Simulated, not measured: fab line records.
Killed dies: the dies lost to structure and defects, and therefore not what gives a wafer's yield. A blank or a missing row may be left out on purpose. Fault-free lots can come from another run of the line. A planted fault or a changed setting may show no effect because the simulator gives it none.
One fault seen from 2 desks	flow sky130	each desk holds nothing but its own numbers, with what lay behind them at the end

== FROM THE METROLOGY DESK ==
Lot by lot, what the gauges showed, no matter which tool ran the lot: averages of those sampled wafers that carry a number. Marked OUT: a lot whose mean sits more than 4 standard deviations from the usual mean, which makes it out of limits; the brackets give that distance.
Columns: A = GATE_OXIDE_OVL at SKY_GATE_OXIDE_OVL_MEAS_10, usual 0.1 nm; B = cd_nm at SKY_POLY_GATE_CD_MEAS_22, usual 150.4 nm; C = SPACER_CVD_00_THK at SKY_SPACER_THK_MEAS_01, usual 42.9 nm
lot	first seen here	A	B	C
L273	day 13 16:43	-0.2	151.3	43.6
L274	day 13 23:16	1.7	150.1	42.8
L276	day 15 00:49	0.0	150.3	42.6
L279	day 15 23:53	0.3	150.3	42.7
L280	day 16 09:48	0.3	147.4	43.3
L283	day 17 06:13	0.2	148.1	42.6
L284	day 17 16:02	0.9	150.9	31.7 (-27) OUT
L293	day 21 03:11	-0.4	148.0	43.2
L294	day 21 06:10	-1.5	152.3	41.9
L295	day 21 17:20	0.9	151.4	43.0
L296	day 21 21:04	-1.6	150.0	43.2
This desk reports L284 out of limits; the earliest was L284 at day 27 00:11 (SPACER_CVD_00_THK at SKY_SPACER_THK_MEAS_01). In limits: L273, L274, L276, L279, L280, L283, L293, L294, L295, L296.

== FOR THE TOOL OWNER'S DESK: lpcvd-02 ==
The tool's own readings at SKY_SPACER_CVD_00 (deposits Si3N4 from DCS/NH3, target thk 43.1 nm, time 740 s): means of the sampled wafers that have a number, for each lot that ran on this tool. Marked OUT: a lot whose mean sits more than 4 standard deviations from the usual mean, which makes it out of limits; the brackets give that distance.
Columns: A = spike_tc_bottom_C at SKY_SPACER_CVD_00, usual 788 C; B = spike_tc_upper_C at SKY_SPACER_CVD_00, usual 770.0 C
lot	first seen here	A	B
L273	day 22 17:26	786	769.7
L274	day 23 03:10	790	770.5
L276	day 24 05:26	791	771.0
L279	day 25 06:52	786	768.9
L280	day 25 17:29	786	768.8
L283	day 26 14:45	792	770.1
L284	day 26 22:59	785	771.1
L293	day 30 03:45	786	770.6
L294	day 30 06:28	785	770.6
L295	day 30 15:56	785	770.1
L296	day 30 17:09	791	769.9
Result from this desk: across the 11 lots, nothing is out of limits.

== ALL TOGETHER ==
At day 27 00:11 the metrology desk could have sounded an alarm, on L284.
The desk of the tool owner found nothing out of limits.
The tool owner's desk has L284 on record, within its limits.
All the named lots went through SKY_SPACER_CVD_00 on lpcvd-02.

== WHAT HAD BEEN PUT IN BY THE SIMULATOR ==
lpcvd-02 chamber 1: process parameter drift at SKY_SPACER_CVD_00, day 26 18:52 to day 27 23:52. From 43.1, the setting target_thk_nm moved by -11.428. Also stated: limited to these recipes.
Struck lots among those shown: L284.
Hours from the fault's start to each desk's first reading out of limits: the metrology desk, 5.
